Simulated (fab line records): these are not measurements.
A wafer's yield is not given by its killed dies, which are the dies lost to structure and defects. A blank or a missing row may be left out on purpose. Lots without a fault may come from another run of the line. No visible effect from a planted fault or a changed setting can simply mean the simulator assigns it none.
fab line records	flow sky130	part 1 of 2: steps 1 to 27 of 38
record: lots: 5	wafers: 15	lastDay: 50
route steps=708 shown LDD_N@249 LDD_P@255 LDD_HVN@267 LDD_HVP@278
lots that met no fault: from a run of the same line without faults
startH: start of the lot's first displayed wafer, in hours after the record's first day	waitH: hours since the lot's step before	" unchanged from the row above	L1.1+2: a row that stands for several wafers	- value missing, or start not given	* or withheld: withheld	< > ~ a bound
route shown NAME@n: NAME is a module with steps in the file, n the number in the route of the first one	usual: mean/standard deviation taken from wafers without a fault	same: alike in all rows	chamber/n: place in a boat	sites: per-site readings	_std_site: standard deviation of those values	_edge_site: outer sites' mean less inner sites'	radiusMm: how far each site lies from the wafer's centre	mask NAME#n: copy n	behind: the most recent tool/chamber to have shaped the wafer	hold: why the lot went on hold/how many hours it stayed there/how the hold came to an end	device: which transistor (n, p or np) failed to switch	end of line: tests run on the same wafers once the route is complete	a step without rows: its recipe alone	killed: dies lost to structure and defects at the first sort, not the wafer's yield	map: the dies of a wafer, with x for killed, . for not killed, _ for no die there
set.NAME: setting as actually run; set.NAME@STEP: the setting as run at that earlier step	model.NAME: the simulator's own value behind a step, which no gauge read
lots at some steps of the route; a table a step, a row a wafer
services: a tool's chamber out of use, with start hour (startH, from the record's first day; less than 0 if before it), hours out, and reason
== steps ==
step: SKY_LDD_N_IMPLANT_12
recipe: species: BF2	energyKev: 50	doseCm2: 5e+12	tiltDeg: 30	rotationDeg: 0
usual: doseIonsCm2: 4.999e+12/6.2e+09
lot.wafer	tool	chamber	startH	waitH	doseIonsCm2
L076.1	implanter-02	0	433.75	0.1	4.992e+12
L076.2	"	0	"	"	5.003e+12
L076.5	"	0	"	"	4.992e+12
L080.2	implanter-04	0	473.90	0.1	4.984e+12
L080.3	"	0	"	"	4.995e+12
L080.5	"	0	"	"	4.998e+12
L088.3	implanter-02	0	544.60	0.1	4.999e+12
L088.4	"	0	"	"	5.011e+12
L088.5	"	0	"	"	5.006e+12
L091.1	implanter-01	0	549.70	0.1	4.989e+12
L091.3	"	0	"	"	4.995e+12
L091.6	"	0	"	"	5.001e+12
L095.1	implanter-01	0	583.53	0.1	5.002e+12
L095.2	"	0	"	"	4.987e+12
L095.6	"	0	"	"	5.001e+12
step: SKY_LDD_N_IMPLANT_13
recipe: species: BF2	energyKev: 50	doseCm2: 5e+12	tiltDeg: 30	rotationDeg: 90
usual: doseIonsCm2: 5e+12/5.7e+09
lot.wafer	tool	chamber	startH	waitH	doseIonsCm2
L076.1	implanter-02	0	433.90	0.1	5.002e+12
L076.2	"	0	"	"	5e+12
L076.5	"	0	"	"	4.997e+12
L080.2	implanter-04	0	474.05	0.1	4.999e+12
L080.3	"	0	"	"	5.001e+12
L080.5	"	0	"	"	5.008e+12
L088.3	implanter-02	0	544.75	0.1	5.005e+12
L088.4	"	0	"	"	4.993e+12
L088.5	"	0	"	"	4.999e+12
L091.1	implanter-01	0	549.85	0.1	4.998e+12
L091.3	"	0	"	"	5.006e+12
L091.6	"	0	"	"	4.999e+12
L095.1	implanter-01	0	583.68	0.1	4.992e+12
L095.2	"	0	"	"	5.004e+12
L095.6	"	0	"	"	4.993e+12
step: SKY_LDD_N_IMPLANT_14
recipe: species: BF2	energyKev: 50	doseCm2: 5e+12	tiltDeg: 30	rotationDeg: 180
usual: doseIonsCm2: 5e+12/6.1e+09
lot.wafer	tool	chamber	startH	waitH	doseIonsCm2
L076.1	implanter-02	0	434.05	0.1	4.996e+12
L076.2	"	0	"	"	5.002e+12
L076.5	"	0	"	"	5.005e+12
L080.2	implanter-04	0	474.20	0.1	5.008e+12
L080.3	"	0	"	"	5.002e+12
L080.5	"	0	"	"	5.007e+12
L088.3	implanter-02	0	544.90	0.1	4.999e+12
L088.4	"	0	"	"	4.996e+12
L088.5	"	0	"	"	4.995e+12
L091.1	implanter-01	0	550.00	0.1	5.002e+12
L091.3	"	0	"	"	4.998e+12
L091.6	"	0	"	"	4.997e+12
L095.1	implanter-01	0	583.83	0.1	4.991e+12
L095.2	"	0	"	"	4.993e+12
L095.6	"	0	"	"	4.994e+12
step: SKY_LDD_N_IMPLANT_15
recipe: species: BF2	energyKev: 50	doseCm2: 5e+12	tiltDeg: 30	rotationDeg: 270
usual: doseIonsCm2: 4.999e+12/5.7e+09
lot.wafer	tool	chamber	startH	waitH	doseIonsCm2
L076.1	implanter-02	0	434.20	0.1	5.002e+12
L076.2	"	0	"	"	4.997e+12
L076.5	"	0	"	"	5.002e+12
L080.2	implanter-04	0	474.35	0.1	5.006e+12
L080.3	"	0	"	"	4.994e+12
L080.5	"	0	"	"	4.992e+12
L088.3	implanter-02	0	545.05	0.1	4.995e+12
L088.4	"	0	"	"	4.992e+12
L088.5	"	0	"	"	5.003e+12
L091.1	implanter-01	0	550.15	0.1	5.001e+12
L091.3	"	0	"	"	5.002e+12
L091.6	"	0	"	"	5.002e+12
L095.1	implanter-01	0	583.98	0.1	5.003e+12
L095.2	"	0	"	"	5.002e+12
L095.6	"	0	"	"	4.995e+12
step: SKY_LDD_N_STRIP_16
recipe: chemistry: O2/N2	powerW: 1400	pressureMtorr: 1500	platenTempC: withheld	o2FlowSccm: 3000	n2FlowSccm: 300	overashFraction: 0.5
usual: drypumpMotorCurrentA: 5.7/0.44	oesProductAu: 0.407/0.0045	stripTimeToEndpointS: 4.320/0.016
lot.wafer	tool	chamber	startH	waitH	drypumpMotorCurrentA	oesProductAu	rfHoursCounterH	stripTimeToEndpointS
L076.1	plasmaAsher-03	0	434.35	0.1	5.3	0.412	32	4.303
L076.2	"	1	"	"	5.9	0.405	32	4.317
L076.5	"	1	"	"	5.9	0.413	-	4.319
L080.2	plasmaAsher-04	0	474.47	0.1	6.2	0.401	67	4.297
L080.3	"	0	"	"	6.1	0.400	-	4.341
L080.5	"	1	"	"	6.1	0.407	-	4.318
L088.3	plasmaAsher-03	1	545.18	0.1	5.9	0.401	-	4.327
L088.4	"	0	"	"	5.3	0.414	-	4.333
L088.5	"	1	"	"	5.9	0.410	-	4.345
L091.1	plasmaAsher-03	1	550.30	0.1	5.9	0.410	43	4.295
L091.3	"	0	"	"	5.3	0.408	-	4.316
L091.6	"	1	"	"	5.9	0.400	-	4.321
L095.1	plasmaAsher-04	0	584.13	0.1	6.1	0.414	78	4.306
L095.2	"	1	"	"	6.2	0.412	78	4.291
L095.6	"	0	"	"	6.1	0.407	-	4.304
step: SKY_LDD_N_TW_MEAS_17
usual: LDD_N_TW: 2583/20
lot.wafer	tool	chamber	startH	waitH	LDD_N_TW
L076.1	filmMetro-02	-	434.45	0.1	2589
L076.2	"	-	"	"	2606
L076.5	"	-	"	"	2611
L080.2	filmMetro-04	-	474.58	0.1	2570
L080.3	"	-	"	"	2582
L080.5	"	-	"	"	2576
L088.3	filmMetro-04	-	545.27	0.1	2561
L088.4	"	-	"	"	2575
L088.5	"	-	"	"	2574
L091.1	filmMetro-03	-	550.40	0.1	2587
L091.3	"	-	"	"	2590
L091.6	"	-	"	"	2597
L095.1	filmMetro-03	-	584.23	0.1	2585
L095.2	"	-	"	"	2584
L095.6	"	-	"	"	2592
step: SKY_LDD_P_DEHYDRATE_00
recipe: tempC: 200	timeS: 60
usual: heaterPowerTotalW: 160.38/0.13
lot.wafer	tool	chamber	startH	waitH	heaterPowerTotalW
L076.1	lithoTrack-02	0	448.50	14.0	160.38
L076.2	"	0	"	"	160.33
L076.5	"	0	"	"	160.57
L080.2	lithoTrack-01	0	489.30	14.7	160.42
L080.3	"	0	"	"	160.61
L080.5	"	0	"	"	160.37
L088.3	lithoTrack-02	0	559.30	14.0	160.44
L088.4	"	0	"	"	160.54
L088.5	"	0	"	"	160.43
L091.1	lithoTrack-01	0	564.83	14.4	160.52
L091.3	"	0	"	"	160.27
L091.6	"	0	"	"	160.39
L095.1	lithoTrack-03	0	598.26	14.0	160.21
L095.2	"	0	"	"	160.24
L095.6	"	0	"	"	160.27
step: SKY_LDD_P_HMDS_01
recipe: primeTimeS: 60	primeTempC: 120
lot.wafer	tool	chamber	startH	waitH
L076.1+2+5	lithoTrack-02	0	448.65	0.1
L080.2+3+5	lithoTrack-01	0	489.45	0.1
L088.3+4+5	lithoTrack-02	0	559.45	0.1
L091.1+3+6	lithoTrack-01	0	564.98	0.1
L095.1+2+6	lithoTrack-03	0	598.41	0.1
step: SKY_LDD_P_COAT_02
recipe: resist: NOVOLAK	spinRpm: 3000	resistThkNm: 1140
usual: spinSpeedRpm: 3000.2/2
lot.wafer	tool	chamber	startH	waitH	spinSpeedRpm
L076.1	lithoTrack-02	0	448.80	0.1	2996.9
L076.2	"	0	"	"	3000.9
L076.5	"	0	"	"	2999.2
L080.2	lithoTrack-01	0	489.60	0.1	3001.2
L080.3	"	0	"	"	3001.5
L080.5	"	0	"	"	3001.3
L088.3	lithoTrack-02	0	559.60	0.1	3000.1
L088.4	"	0	"	"	2999.6
L088.5	"	0	"	"	2996.5
L091.1	lithoTrack-01	0	565.13	0.1	3000.0
L091.3	"	0	"	"	2998.0
L091.6	"	0	"	"	3001.2
L095.1	lithoTrack-03	0	598.56	0.1	3000.2
L095.2	"	0	"	"	3002.6
L095.6	"	0	"	"	3001.7
step: SKY_LDD_P_SOFTBAKE_03
recipe: tempC: 90	timeS: 60	resist: NOVOLAK
usual: heaterPowerTotalW: 56.60/0.043
lot.wafer	tool	chamber	startH	waitH	heaterPowerTotalW
L076.1	lithoTrack-02	0	448.95	0.1	56.61
L076.2	"	0	"	"	56.67
L076.5	"	0	"	"	56.61
L080.2	lithoTrack-01	0	489.75	0.1	56.61
L080.3	"	0	"	"	56.58
L080.5	"	0	"	"	56.54
L088.3	lithoTrack-02	0	559.75	0.1	56.59
L088.4	"	0	"	"	56.67
L088.5	"	0	"	"	56.51
L091.1	lithoTrack-01	0	565.28	0.1	56.63
L091.3	"	0	"	"	56.56
L091.6	"	0	"	"	56.58
L095.1	lithoTrack-03	0	598.71	0.1	56.53
L095.2	"	0	"	"	56.65
L095.6	"	0	"	"	56.57
step: SKY_LDD_P_EXPOSE_04
recipe: maskId: PSDM	na: 0.6	sourceShape: conventional	sigmaOuter: 0.6	polarization: unpolarized	targetCdNm: 380	doseMj: 138
usual: stageVelMmS: 500.02/0.25
lot.wafer	tool	chamber	startH	waitH	mask	stageVelMmS
L076.1	ilineStepper-01	0	-	-	PSDM#0	499.64
L076.2	"	0	"	"	PSDM#0	499.94
L076.5	"	0	"	"	PSDM#0	500.05
L080.2	ilineStepper-01	0	-	-	PSDM#0	500.17
L080.3	"	0	"	"	PSDM#0	500.02
L080.5	"	0	"	"	PSDM#0	500.25
L088.3	ilineStepper-02	0	-	-	PSDM#0	500.64
L088.4	"	0	"	"	PSDM#0	500.35
L088.5	"	0	"	"	PSDM#0	500.05
L091.1	ilineStepper-01	0	-	-	PSDM#0	499.77
L091.3	"	0	"	"	PSDM#0	499.88
L091.6	"	0	"	"	PSDM#0	500.08
L095.1	ilineStepper-02	0	-	-	PSDM#0	499.93
L095.2	"	0	"	"	PSDM#0	499.53
L095.6	"	0	"	"	PSDM#0	499.47
step: SKY_LDD_P_PEB_05
recipe: tempC: withheld	timeS: *	resist: NOVOLAK
lot.wafer	tool	chamber	startH	waitH
L076.1+2+5	lithoTrack-02	0	-	-
L080.2+3+5	lithoTrack-02	0	-	-
L088.3+4+5	lithoTrack-02	0	-	-
L091.1+3+6	lithoTrack-01	0	-	-
L095.1+2+6	lithoTrack-01	0	-	-
step: SKY_LDD_P_DEVELOP_06
recipe: resist: NOVOLAK	developer: TMAH	developTimeS: 60	devTempC: 23
lot.wafer	tool	chamber	startH	waitH
L076.1+2+5	lithoTrack-02	0	464.45	0.1
L080.2+3+5	lithoTrack-02	0	504.77	0.1
L088.3+4+5	lithoTrack-02	0	574.90	0.1
L091.1+3+6	lithoTrack-01	0	580.48	0.1
L095.1+2+6	lithoTrack-01	0	612.73	0.1
step: SKY_LDD_P_CD_MEAS_07
recipe: targetCdNm: 380
usual: cdNm: 379.3/2.2
lot.wafer	tool	chamber	startH	waitH	cdNm
L076.1	cdSem-02	-	464.60	0.1	384.3
L076.2	"	-	"	"	384.3
L076.5	"	-	"	"	383.7
L080.2	cdSem-02	-	504.92	0.1	380.7
L080.3	"	-	"	"	379.6
L080.5	"	-	"	"	382.0
L088.3	cdSem-01	-	575.04	0.1	378.7
L088.4	"	-	"	"	381.0
L088.5	"	-	"	"	379.1
L091.1	cdSem-02	-	580.63	0.1	380.8
L091.3	"	-	"	"	378.3
L091.6	"	-	"	"	378.6
L095.1	cdSem-02	-	612.88	0.1	378.2
L095.2	"	-	"	"	379.0
L095.6	"	-	"	"	377.9
step: SKY_LDD_P_OVL_MEAS_08
usual: LDD_P_OVL: 0.3/1.7
lot.wafer	tool	chamber	startH	waitH	LDD_P_OVL[nm]
L076.1	overlay-02	-	464.72	0.1	1.1
L076.2	"	-	"	"	0.7
L076.5	"	-	"	"	-2.2
L080.2	overlay-01	-	505.02	0.1	5.2
L080.3	"	-	"	"	3.9
L080.5	"	-	"	"	2.8
L088.3	overlay-02	-	575.13	0.1	-0.8
L088.4	"	-	"	"	0.3
L088.5	"	-	"	"	0.5
L091.1	overlay-01	-	580.75	0.1	-1.0
L091.3	"	-	"	"	1.0
L091.6	"	-	"	"	2.6
L095.1	overlay-01	-	613.00	0.1	-1.5
L095.2	"	-	"	"	0.3
L095.6	"	-	"	"	-0.4
step: SKY_LDD_P_IMPLANT_09
recipe: species: BF2	energyKev: 25	doseCm2: 1e+13	tiltDeg: withheld
usual: doseIonsCm2: 9.999e+12/1.1e+10
lot.wafer	tool	chamber	startH	waitH	doseIonsCm2
L076.1	implanter-04	0	464.75	0.0	1.0015e+13
L076.2	"	0	"	"	1e+13
L076.5	"	0	"	"	1.0009e+13
L080.2	implanter-03	0	505.08	0.0	9.999e+12
L080.3	"	0	"	"	1.0015e+13
L080.5	"	0	"	"	9.975e+12
L088.3	implanter-01	0	575.20	0.1	1.0005e+13
L088.4	"	0	"	"	9.98e+12
L088.5	"	0	"	"	9.999e+12
L091.1	implanter-01	0	580.79	0.0	1.0002e+13
L091.3	"	0	"	"	9.99e+12
L091.6	"	0	"	"	9.988e+12
L095.1	implanter-03	0	613.03	0.0	9.994e+12
L095.2	"	0	"	"	9.992e+12
L095.6	"	0	"	"	1.0004e+13
step: SKY_LDD_P_STRIP_10
recipe: chemistry: O2/N2	powerW: 1400	pressureMtorr: 1500	platenTempC: withheld	o2FlowSccm: 3000	n2FlowSccm: 300	overashFraction: 0.5
usual: drypumpMotorCurrentA: 5.7/0.39	oesProductAu: 0.715/0.0046	stripTimeToEndpointS: 14.20/0.036
lot.wafer	tool	chamber	startH	waitH	drypumpMotorCurrentA	oesProductAu	rfHoursCounterH	stripTimeToEndpointS
L076.1	plasmaAsher-04	1	464.90	0.1	6.2	0.717	66	14.19
L076.2	"	0	"	"	6.1	0.723	66	14.15
L076.5	"	0	"	"	6.2	0.721	-	14.17
L080.2	plasmaAsher-03	0	505.20	0.1	5.3	0.709	39	14.24
L080.3	"	1	"	"	6.0	0.713	-	14.19
L080.5	"	0	"	"	5.3	0.718	-	14.20
L088.3	plasmaAsher-03	0	575.34	0.1	5.3	0.715	-	14.23
L088.4	"	1	"	"	5.9	0.719	-	14.17
L088.5	"	0	"	"	5.3	0.713	-	14.19
L091.1	plasmaAsher-03	0	580.94	0.1	5.3	0.713	46	14.21
L091.3	"	0	"	"	5.3	0.716	-	14.22
L091.6	"	0	"	"	5.3	0.715	-	14.21
L095.1	plasmaAsher-04	1	613.18	0.1	6.2	0.715	81	14.24
L095.2	"	0	"	"	6.2	0.719	81	14.25
L095.6	"	0	"	"	6.2	0.711	-	14.24
step: SKY_LDD_P_TW_MEAS_11
usual: LDD_P_TW: 643/7.5
lot.wafer	tool	chamber	startH	waitH	LDD_P_TW
L076.1	filmMetro-02	-	465.00	0.1	642
L076.2	"	-	"	"	642
L076.5	"	-	"	"	642
L080.2	filmMetro-01	-	505.31	0.1	646
L080.3	"	-	"	"	642
L080.5	"	-	"	"	646
L088.3	filmMetro-01	-	575.42	0.1	653
L088.4	"	-	"	"	650
L088.5	"	-	"	"	652
L091.1	filmMetro-01	-	581.04	0.1	653
L091.3	"	-	"	"	652
L091.6	"	-	"	"	655
L095.1	filmMetro-01	-	613.28	0.1	649
L095.2	"	-	"	"	651
L095.6	"	-	"	"	649
step: SKY_LDD_HVN_DEHYDRATE_00
recipe: tempC: 200	timeS: 60
usual: heaterPowerTotalW: 160.38/0.13
lot.wafer	tool	chamber	startH	waitH	heaterPowerTotalW
L076.1	lithoTrack-04	0	480.13	15.1	160.59
L076.2	"	0	"	"	160.48
L076.5	"	0	"	"	160.52
L080.2	lithoTrack-03	0	519.79	14.5	160.46
L080.3	"	0	"	"	160.25
L080.5	"	0	"	"	160.38
L088.3	lithoTrack-03	0	589.86	14.4	160.22
L088.4	"	0	"	"	160.37
L088.5	"	0	"	"	160.35
L091.1	lithoTrack-04	0	595.78	14.7	160.21
L091.3	"	0	"	"	160.43
L091.6	"	0	"	"	160.45
L095.1	lithoTrack-01	0	626.98	13.7	160.50
L095.2	"	0	"	"	160.59
L095.6	"	0	"	"	160.35
step: SKY_LDD_HVN_HMDS_01
recipe: primeTimeS: 60	primeTempC: 120
lot.wafer	tool	chamber	startH	waitH
L076.1+2+5	lithoTrack-04	0	480.28	0.1
L080.2+3+5	lithoTrack-03	0	519.94	0.1
L088.3+4+5	lithoTrack-03	0	590.01	0.1
L091.1+3+6	lithoTrack-04	0	595.93	0.1
L095.1+2+6	lithoTrack-01	0	627.13	0.1
step: SKY_LDD_HVN_COAT_02
recipe: resist: NOVOLAK	spinRpm: 3000	resistThkNm: 300
usual: spinSpeedRpm: 2999.9/2
lot.wafer	tool	chamber	startH	waitH	spinSpeedRpm
L076.1	lithoTrack-04	0	480.43	0.1	2993.7
L076.2	"	0	"	"	2992.6
L076.5	"	0	"	"	3001.2
L080.2	lithoTrack-03	0	520.09	0.1	3002.0
L080.3	"	0	"	"	3000.5
L080.5	"	0	"	"	3001.8
L088.3	lithoTrack-03	0	590.16	0.1	3000.8
L088.4	"	0	"	"	2998.9
L088.5	"	0	"	"	2999.5
L091.1	lithoTrack-04	0	596.08	0.1	2998.1
L091.3	"	0	"	"	2997.2
L091.6	"	0	"	"	3001.2
L095.1	lithoTrack-01	0	627.28	0.1	2999.2
L095.2	"	0	"	"	3000.1
L095.6	"	0	"	"	3001.9
step: SKY_LDD_HVN_SOFTBAKE_03
recipe: tempC: 90	timeS: 60	resist: NOVOLAK
usual: heaterPowerTotalW: 56.60/0.047
lot.wafer	tool	chamber	startH	waitH	heaterPowerTotalW
L076.1	lithoTrack-04	0	480.58	0.1	56.63
L076.2	"	0	"	"	56.56
L076.5	"	0	"	"	56.54
L080.2	lithoTrack-03	0	520.24	0.1	56.64
L080.3	"	0	"	"	56.70
L080.5	"	0	"	"	56.67
L088.3	lithoTrack-03	0	590.31	0.1	56.57
L088.4	"	0	"	"	56.59
L088.5	"	0	"	"	56.58
L091.1	lithoTrack-04	0	596.23	0.1	56.58
L091.3	"	0	"	"	56.46
L091.6	"	0	"	"	56.68
L095.1	lithoTrack-01	0	627.43	0.1	56.59
L095.2	"	0	"	"	56.65
L095.6	"	0	"	"	56.59
step: SKY_LDD_HVN_EXPOSE_04
recipe: maskId: HVNTM	na: 0.6	sourceShape: conventional	sigmaOuter: 0.6	polarization: unpolarized	targetCdNm: 700	doseMj: 127
usual: stageVelMmS: 500.00/0.21
lot.wafer	tool	chamber	startH	waitH	mask	stageVelMmS
L076.1	ilineStepper-02	0	-	-	HVNTM#0	500.25
L076.2	"	0	"	"	HVNTM#0	500.22
L076.5	"	0	"	"	HVNTM#0	500.12
L080.2	ilineStepper-02	0	-	-	HVNTM#0	499.91
L080.3	"	0	"	"	HVNTM#0	499.89
L080.5	"	0	"	"	HVNTM#0	499.72
L088.3	ilineStepper-01	0	-	-	HVNTM#0	500.08
L088.4	"	0	"	"	HVNTM#0	500.03
L088.5	"	0	"	"	HVNTM#0	500.20
L091.1	ilineStepper-02	0	-	-	HVNTM#0	499.89
L091.3	"	0	"	"	HVNTM#0	500.07
L091.6	"	0	"	"	HVNTM#0	499.89
L095.1	ilineStepper-02	0	-	-	HVNTM#0	500.15
L095.2	"	0	"	"	HVNTM#0	500.03
L095.6	"	0	"	"	HVNTM#0	500.12
step: SKY_LDD_HVN_PEB_05
recipe: tempC: withheld	timeS: *	resist: NOVOLAK
lot.wafer	tool	chamber	startH	waitH
L076.1+2+5	lithoTrack-03	0	-	-
L080.2+3+5	lithoTrack-01	0	-	-
L088.3+4+5	lithoTrack-01	0	-	-
L091.1+3+6	lithoTrack-04	0	-	-
L095.1+2+6	lithoTrack-03	0	-	-
step: SKY_LDD_HVN_DEVELOP_06
recipe: resist: NOVOLAK	developer: TMAH	developTimeS: 60	devTempC: 23
lot.wafer	tool	chamber	startH	waitH
L076.1+2+5	lithoTrack-03	0	494.91	0.1
L080.2+3+5	lithoTrack-01	0	535.75	0.1
L088.3+4+5	lithoTrack-01	0	604.83	0.1
L091.1+3+6	lithoTrack-04	0	610.28	0.1
L095.1+2+6	lithoTrack-03	0	641.81	0.1
step: SKY_LDD_HVN_OVL_MEAS_07
usual: LDD_HVN_OVL: -1.3/1.4
lot.wafer	tool	chamber	startH	waitH	LDD_HVN_OVL[nm]
L076.1	overlay-02	-	495.06	0.1	-3.0
L076.2	"	-	"	"	-3.1
L076.5	"	-	"	"	-4.5
L080.2	overlay-01	-	535.89	0.1	-2.1
L080.3	"	-	"	"	-1.2
L080.5	"	-	"	"	-2.6
L088.3	overlay-01	-	604.94	0.1	0.6
L088.4	"	-	"	"	1.2
L088.5	"	-	"	"	0.7
L091.1	overlay-02	-	610.43	0.1	-2.4
L091.3	"	-	"	"	-2.3
L091.6	"	-	"	"	-2.2
L095.1	overlay-01	-	641.96	0.1	-0.9
L095.2	"	-	"	"	0.7
L095.6	"	-	"	"	1.7
step: SKY_LDD_HVN_IMPLANT_08
recipe: species: P	energyKev: 60	doseCm2: 3e+13	tiltDeg: 40
usual: doseIonsCm2: 3.001e+13/3.4e+10
lot.wafer	tool	chamber	startH	waitH	doseIonsCm2
L076.1	implanter-02	0	495.10	0.0	3e+13
L076.2	"	0	"	"	2.995e+13
L076.5	"	0	"	"	3.001e+13
L080.2	implanter-04	0	535.94	0.0	3.006e+13
L080.3	"	0	"	"	2.998e+13
L080.5	"	0	"	"	2.999e+13
L088.3	implanter-03	0	605.02	0.1	3.001e+13
L088.4	"	0	"	"	3.004e+13
L088.5	"	0	"	"	3.003e+13
L091.1	implanter-03	0	610.47	0.0	3e+13
L091.3	"	0	"	"	3.006e+13
L091.6	"	0	"	"	2.997e+13
L095.1	implanter-04	0	642.00	0.0	2.996e+13
L095.2	"	0	"	"	2.995e+13
L095.6	"	0	"	"	2.995e+13
